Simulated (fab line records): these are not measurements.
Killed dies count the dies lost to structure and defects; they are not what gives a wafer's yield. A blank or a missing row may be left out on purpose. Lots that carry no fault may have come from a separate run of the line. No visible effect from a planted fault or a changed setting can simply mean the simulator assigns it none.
A struck lot beside a sound one -- flow sky130 -- 26 out of 708 route steps
Sound: the wafers L311.1, L311.2, L311.6. Struck: wafers L321.1, L321.5, L321.6. The cause is named last.
At each step with rows: each side's tool, then ch and its chambers, then its first start. Under that, the readings that differ: sound wafers -- struck wafers -- difference of the means -- sigmas: that difference in standard deviations of wafers without a fault.
alike: readings with means less than 2 such deviations apart, plus words and numbers identical on both sides. not compared: withheld readings, readings lacking a value on some wafer, bounds such as >300 that could conceal the same value, and numbers that have no deviation in the record and whose values overlap.
Wherever a step has rows on one side only, a row that says differs or no value, or a row with sigmas, the two part there. Numbers that have no deviation but don't overlap get no sigmas and don't part them. A reading that every wafer of one side lacks parts them only if that side has two wafers or more.

first, 1 step without rows for these wafers: SKY_VT_ADJUST_HVTP_IMPLANT_09.
SKY_VT_ADJUST_HVTP_STRIP_10: strips in O2/N2.
  sound on plasmaAsher-03 ch 0,1, day 6 04:22; struck on plasmaAsher-02 ch 0,1, day 8 16:46
  alike: drypumpMotorCurrentA, o2FlowSccm, oesProductAu, stripTimeToEndpointS
  not compared: rfHoursCounterH
SKY_VT_ADJUST_HVTP_TW_MEAS_11:
  sound on filmMetro-03 at day 6 04:28; struck on filmMetro-04 at day 8 16:52
reading,sound,struck,difference,sigmas
VT_ADJUST_HVTP_TW,1343 1330 1335,1395 1393 1392,+57,+3
then, 7 steps without rows for these wafers: SKY_VT_ADJUST_LVTN_DEHYDRATE_00 (time 60 s); SKY_VT_ADJUST_LVTN_HMDS_01 (prime time 60 s); SKY_VT_ADJUST_LVTN_COAT_02 (resist thk 3000 nm); SKY_VT_ADJUST_LVTN_SOFTBAKE_03; SKY_VT_ADJUST_LVTN_EXPOSE_04 (exposes mask NWM COMPLEMENT LESS NATIVE, target cd 840 nm); SKY_VT_ADJUST_LVTN_PEB_05; SKY_VT_ADJUST_LVTN_DEVELOP_06 (develop time 60 s).
SKY_VT_ADJUST_LVTN_OVL_MEAS_07:
  sound on overlay-02 at day 6 22:33; struck on overlay-02 at day 9 13:53
  alike: VT_ADJUST_LVTN_OVL
next, for these wafers, 1 step has no rows: SKY_VT_ADJUST_LVTN_IMPLANT_08.
SKY_VT_ADJUST_LVTN_STRIP_09: strips in O2/N2.
  sound on plasmaAsher-01 ch 0,1, day 6 22:44; struck on plasmaAsher-01 ch 0,1, day 9 14:04
reading,sound,struck,difference,sigmas
oesProductAu (a.u.),0.728 0.722 0.710,0.948 0.939 0.935,+0.221,+47
stripTimeToEndpointS (s),37.17 37.05 37.06,- - -,no value on the struck wafers,
model.coat_of_VT_ADJUST_LVTN_COAT_02.thkNm (nm),0 0 0,1362 1363 1359,+1361,
  alike: drypumpMotorCurrentA, o2FlowSccm
  not compared: rfHoursCounterH
SKY_VT_ADJUST_LVTN_TW_MEAS_10:
  sound on filmMetro-02 at day 6 22:50; struck on filmMetro-03 at day 9 14:10
  alike: VT_ADJUST_LVTN_TW
then, 7 steps without rows for these wafers: SKY_VT_ADJUST_LVTN_DEHYDRATE_11 (time 60 s); SKY_VT_ADJUST_LVTN_HMDS_12 (prime time 60 s); SKY_VT_ADJUST_LVTN_COAT_13 (resist thk 1140 nm); SKY_VT_ADJUST_LVTN_SOFTBAKE_14 (time 60 s); SKY_VT_ADJUST_LVTN_EXPOSE_15 (exposes mask HVN STD DERIVED, target cd 600 nm); SKY_VT_ADJUST_LVTN_PEB_16; SKY_VT_ADJUST_LVTN_DEVELOP_17 (develop time 60 s).
SKY_VT_ADJUST_LVTN_OVL_MEAS_18:
  sound on overlay-01 at day 7 18:08; struck on overlay-02 at day 10 12:41
  alike: VT_ADJUST_LVTN_01_OVL
next, for these wafers, 1 step has no rows: SKY_VT_ADJUST_LVTN_IMPLANT_19.
SKY_VT_ADJUST_LVTN_STRIP_20: strips in O2/N2.
  sound on plasmaAsher-04 ch 0,1, day 7 18:19; struck on plasmaAsher-03 ch 0,1, day 10 12:52
reading,sound,struck,difference,sigmas
stripTimeToEndpointS (s),14.24 14.21 14.22,34.59 34.63 34.55,+20.37,+99 or more
  alike: drypumpMotorCurrentA, o2FlowSccm, oesProductAu
  not compared: rfHoursCounterH
SKY_VT_ADJUST_LVTN_TW_MEAS_21:
  sound on filmMetro-01 at day 7 18:25; struck on filmMetro-01 at day 10 13:12
reading,sound,struck,difference,sigmas
VT_ADJUST_LVTN_2_TW,187.2 187.4 188.4,30.2 30.2 30.3,-157.4,-99 or more
  not compared: hold
next, for these wafers, 1 step has no rows: SKY_PAD_OPEN_PROBE_99.

## WHERE THEY PART
Last at SKY_VT_ADJUST_LVTN_TW_MEAS_21 as far as this record goes, first at SKY_VT_ADJUST_HVTP_TW_MEAS_11.

WHY: the cause the simulator had injected
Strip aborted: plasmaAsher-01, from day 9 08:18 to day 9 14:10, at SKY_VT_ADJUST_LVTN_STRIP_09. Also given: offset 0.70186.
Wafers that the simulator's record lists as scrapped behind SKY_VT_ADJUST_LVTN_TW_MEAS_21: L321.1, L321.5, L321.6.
